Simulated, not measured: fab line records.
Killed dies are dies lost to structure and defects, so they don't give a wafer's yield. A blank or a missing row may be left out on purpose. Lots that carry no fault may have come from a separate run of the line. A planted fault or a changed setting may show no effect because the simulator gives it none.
Which tool did it? / flow sky130 / 30 wafers from 10 lots sampled at 5 of the route's 708 steps

## WHAT EACH GAUGE READ, for each wafer
SKY_GATE_OXIDE_THK_MEAS_02.
lot=L481; measured=day 13 04:10; on=film metro-04; GATE_OXIDE_OXIDATION_00_THK (nm)=9.97 9.91 10.05
lot=L482; measured=day 13 12:10; on=film metro-02; GATE_OXIDE_OXIDATION_00_THK (nm)=10.09 10.09 10.23
lot=L483; measured=day 13 23:35; on=film metro-03; GATE_OXIDE_OXIDATION_00_THK (nm)=10.26 10.35 10.24
lot=L485; measured=day 14 19:16; on=film metro-03; GATE_OXIDE_OXIDATION_00_THK (nm)=9.85 10.08 10.16
lot=L487; measured=day 15 09:01; on=film metro-02; GATE_OXIDE_OXIDATION_00_THK (nm)=10.29 10.64 10.54
lot=L488; measured=day 16 05:35; on=film metro-02; GATE_OXIDE_OXIDATION_00_THK (nm)=10.45 10.32 10.39
lot=L489; measured=day 16 05:36; on=film metro-03; GATE_OXIDE_OXIDATION_00_THK (nm)=10.25 10.44 10.23
lot=L491; measured=day 16 15:02; on=film metro-04; GATE_OXIDE_OXIDATION_00_THK (nm)=10.60 10.81 10.53
lot=L495; measured=day 17 20:46; on=film metro-03; GATE_OXIDE_OXIDATION_00_THK (nm)=9.90 9.73 10.03
lot=L496; measured=day 18 11:36; on=film metro-02; GATE_OXIDE_OXIDATION_00_THK (nm)=10.21 10.29 10.11

SKY_POLY_GATE_THK_MEAS_04.
lot=L481; measured=day 15 22:35; on=film metro-01; POLY_GATE_CVD_03_THK (nm)=75.6 75.7 75.9
lot=L482; measured=day 15 23:55; on=film metro-01; POLY_GATE_CVD_03_THK (nm)=75.9 75.2 75.4
lot=L483; measured=day 16 11:16; on=film metro-02; POLY_GATE_CVD_03_THK (nm)=75.8 76.5 76.5
lot=L485; measured=day 17 09:41; on=film metro-01; POLY_GATE_CVD_03_THK (nm)=76.1 75.3 75.7
lot=L487; measured=day 17 23:52; on=film metro-02; POLY_GATE_CVD_03_THK (nm)=75.3 75.2 76.0
lot=L488; measured=day 18 19:52; on=film metro-02; POLY_GATE_CVD_03_THK (nm)=74.7 74.5 74.5
lot=L489; measured=day 18 21:14; on=film metro-01; POLY_GATE_CVD_03_THK (nm)=75.5 75.6 75.9
lot=L491; measured=day 19 07:49; on=film metro-03; POLY_GATE_CVD_03_THK (nm)=75.1 74.9 75.0
lot=L495; measured=day 20 17:09; on=film metro-01; POLY_GATE_CVD_03_THK (nm)=110.8 110.4 110.9
lot=L496; measured=day 21 15:40; on=film metro-01; POLY_GATE_CVD_03_THK (nm)=109.6 108.9 110.1

## WHICH TOOL RAN EACH LOT (tool, then ch and the chambers of the sampled wafers, then the start)
lot=L481; SKY_VT_ADJUST_HVTR_STRIP_10=plasma asher-02 ch 0,1, day 9 20:16; SKY_RES_PROTECT_STRIP_07=plasma asher-01 ch 0,1, day 15 20:21; SKY_POLY_GATE_CVD_03=lpcvd-02 ch 0, day 15 20:32
lot=L482; SKY_VT_ADJUST_HVTR_STRIP_10=plasma asher-02 ch 0, day 10 04:57; SKY_RES_PROTECT_STRIP_07=plasma asher-04 ch 0, day 15 20:21; SKY_POLY_GATE_CVD_03=lpcvd-02 ch 1, day 15 22:34
lot=L483; SKY_VT_ADJUST_HVTR_STRIP_10=plasma asher-04 ch 0,1, day 10 12:09; SKY_RES_PROTECT_STRIP_07=plasma asher-01 ch 0,1, day 16 09:17; SKY_POLY_GATE_CVD_03=lpcvd-02 ch 1, day 16 09:54
lot=L485; SKY_VT_ADJUST_HVTR_STRIP_10=plasma asher-01 ch 0,1, day 11 04:08; SKY_RES_PROTECT_STRIP_07=plasma asher-02 ch 0,1, day 17 07:14; SKY_POLY_GATE_CVD_03=lpcvd-02 ch 1, day 17 08:18
lot=L487; SKY_VT_ADJUST_HVTR_STRIP_10=plasma asher-01 ch 0,1, day 11 17:46; SKY_RES_PROTECT_STRIP_07=plasma asher-01 ch 0,1, day 17 21:00; SKY_POLY_GATE_CVD_03=lpcvd-02 ch 1, day 17 22:30
lot=L488; SKY_VT_ADJUST_HVTR_STRIP_10=plasma asher-01 ch 0,1, day 12 06:09; SKY_RES_PROTECT_STRIP_07=plasma asher-02 ch 0,1, day 18 18:17; SKY_POLY_GATE_CVD_03=lpcvd-02 ch 1, day 18 18:30
lot=L489; SKY_VT_ADJUST_HVTR_STRIP_10=plasma asher-01 ch 0,1, day 12 06:43; SKY_RES_PROTECT_STRIP_07=plasma asher-04 ch 0,1, day 18 18:46; SKY_POLY_GATE_CVD_03=lpcvd-02 ch 0, day 18 19:52
lot=L491; SKY_VT_ADJUST_HVTR_STRIP_10=plasma asher-02 ch 0,1, day 12 22:09; SKY_RES_PROTECT_STRIP_07=plasma asher-01 ch 0, day 19 05:07; SKY_POLY_GATE_CVD_03=lpcvd-02 ch 0, day 19 06:27
lot=L495; SKY_VT_ADJUST_HVTR_STRIP_10=plasma asher-04 ch 0,1, day 14 03:49; SKY_RES_PROTECT_STRIP_07=plasma asher-02 ch 0,1, day 20 15:35; SKY_POLY_GATE_CVD_03=lpcvd-02 ch 0, day 20 15:47
lot=L496; SKY_VT_ADJUST_HVTR_STRIP_10=plasma asher-04 ch 0, day 14 17:57; SKY_RES_PROTECT_STRIP_07=plasma asher-01 ch 0,1, day 21 12:57; SKY_POLY_GATE_CVD_03=lpcvd-02 ch 1, day 21 14:17
- SKY_VT_ADJUST_HVTR_STRIP_10: strips in O2/N2.
- SKY_RES_PROTECT_STRIP_07: strips in O2/N2.
- SKY_POLY_GATE_CVD_03: deposits Si3N4 from DCS/NH3, target thk 75 nm, time 1290 s.

## AS READ BY THE TOOLS THEMSELVES (means over the sampled wafers that have a number; for cases with no such wafer, the mark the record gives instead)
SKY_VT_ADJUST_HVTR_STRIP_10.
lot=L481; tool=plasma asher-02; drypump motor current A (A)=5.9; oes product au (a.u.)=0.714; strip time to endpoint s (s)=14.26
lot=L482; tool=plasma asher-02; drypump motor current A (A)=5.7; oes product au (a.u.)=0.715; strip time to endpoint s (s)=14.19
lot=L483; tool=plasma asher-04; drypump motor current A (A)=5.4; oes product au (a.u.)=0.716; strip time to endpoint s (s)=14.21
lot=L485; tool=plasma asher-01; drypump motor current A (A)=5.6; oes product au (a.u.)=0.716; strip time to endpoint s (s)=14.12
lot=L487; tool=plasma asher-01; drypump motor current A (A)=5.5; oes product au (a.u.)=0.716; strip time to endpoint s (s)=14.16
lot=L488; tool=plasma asher-01; drypump motor current A (A)=5.6; oes product au (a.u.)=0.718; strip time to endpoint s (s)=14.25
lot=L489; tool=plasma asher-01; drypump motor current A (A)=5.9; oes product au (a.u.)=0.713; strip time to endpoint s (s)=14.21
lot=L491; tool=plasma asher-02; drypump motor current A (A)=6.1; oes product au (a.u.)=0.718; strip time to endpoint s (s)=14.17
lot=L495; tool=plasma asher-04; drypump motor current A (A)=5.4; oes product au (a.u.)=0.718; strip time to endpoint s (s)=14.23
lot=L496; tool=plasma asher-04; drypump motor current A (A)=5.3; oes product au (a.u.)=0.714; strip time to endpoint s (s)=14.14

SKY_RES_PROTECT_STRIP_07.
lot=L481; tool=plasma asher-01; drypump motor current A (A)=5.6; oes product au (a.u.)=0.515; strip time to endpoint s (s)=23.26
lot=L482; tool=plasma asher-04; drypump motor current A (A)=5.3; oes product au (a.u.)=0.516; strip time to endpoint s (s)=23.26
lot=L483; tool=plasma asher-01; drypump motor current A (A)=5.9; oes product au (a.u.)=0.518; strip time to endpoint s (s)=23.31
lot=L485; tool=plasma asher-02; drypump motor current A (A)=5.9; oes product au (a.u.)=0.519; strip time to endpoint s (s)=23.27
lot=L487; tool=plasma asher-01; drypump motor current A (A)=5.5; oes product au (a.u.)=0.515; strip time to endpoint s (s)=23.22
lot=L488; tool=plasma asher-02; drypump motor current A (A)=6.1; oes product au (a.u.)=0.515; strip time to endpoint s (s)=23.29
lot=L489; tool=plasma asher-04; drypump motor current A (A)=5.6; oes product au (a.u.)=0.518; strip time to endpoint s (s)=23.28
lot=L491; tool=plasma asher-01; drypump motor current A (A)=6.3; oes product au (a.u.)=0.517; strip time to endpoint s (s)=23.27
lot=L495; tool=plasma asher-02; drypump motor current A (A)=6.1; oes product au (a.u.)=0.519; strip time to endpoint s (s)=23.19
lot=L496; tool=plasma asher-01; drypump motor current A (A)=5.9; oes product au (a.u.)=0.515; strip time to endpoint s (s)=23.27

## THE ANSWER, worked out from the rows above alone
Rule: the lots themselves supply what counts as usual. Put in order of their means at a reading, lots are off if they are a third of the lots or fewer, leave a main group of 4 or more, and stand apart from it by a gap of 3 or more times the standard deviation of the main group's means; of several such gaps the widest counts. A main group whose means are all the same, to the digits that the tables above print for the reading, isn't used. Also off: a lot with no number at a reading for which 4 or more lots have one. Any other lot the step has rows for is counted as sound. After the gauges, taken in route order, come the tools' own readings; for these a lot's mean is taken, as printed above. The first step at which some lot is off is used, and at that step the reading that is off furthest; a lot without a number counts as furthest.
Off: L495, L496, at SKY_POLY_GATE_THK_MEAS_04 (POLY_GATE_CVD_03_THK). Main group: mean 75.5 nm, sd 0.48.
If a tool, at a process step before that reading, ran all the lots that are off and no sound lot after the first of them, it fits. The gauges at SKY_POLY_GATE_THK_MEAS_04 are tried like those tools. Can't be told from this: 3 tools fit, plasma asher-04 at SKY_VT_ADJUST_HVTR_STRIP_10, lpcvd-02 at SKY_POLY_GATE_CVD_03, film metro-01 at SKY_POLY_GATE_THK_MEAS_04.

## WHAT THE SIMULATOR HAD INSERTED
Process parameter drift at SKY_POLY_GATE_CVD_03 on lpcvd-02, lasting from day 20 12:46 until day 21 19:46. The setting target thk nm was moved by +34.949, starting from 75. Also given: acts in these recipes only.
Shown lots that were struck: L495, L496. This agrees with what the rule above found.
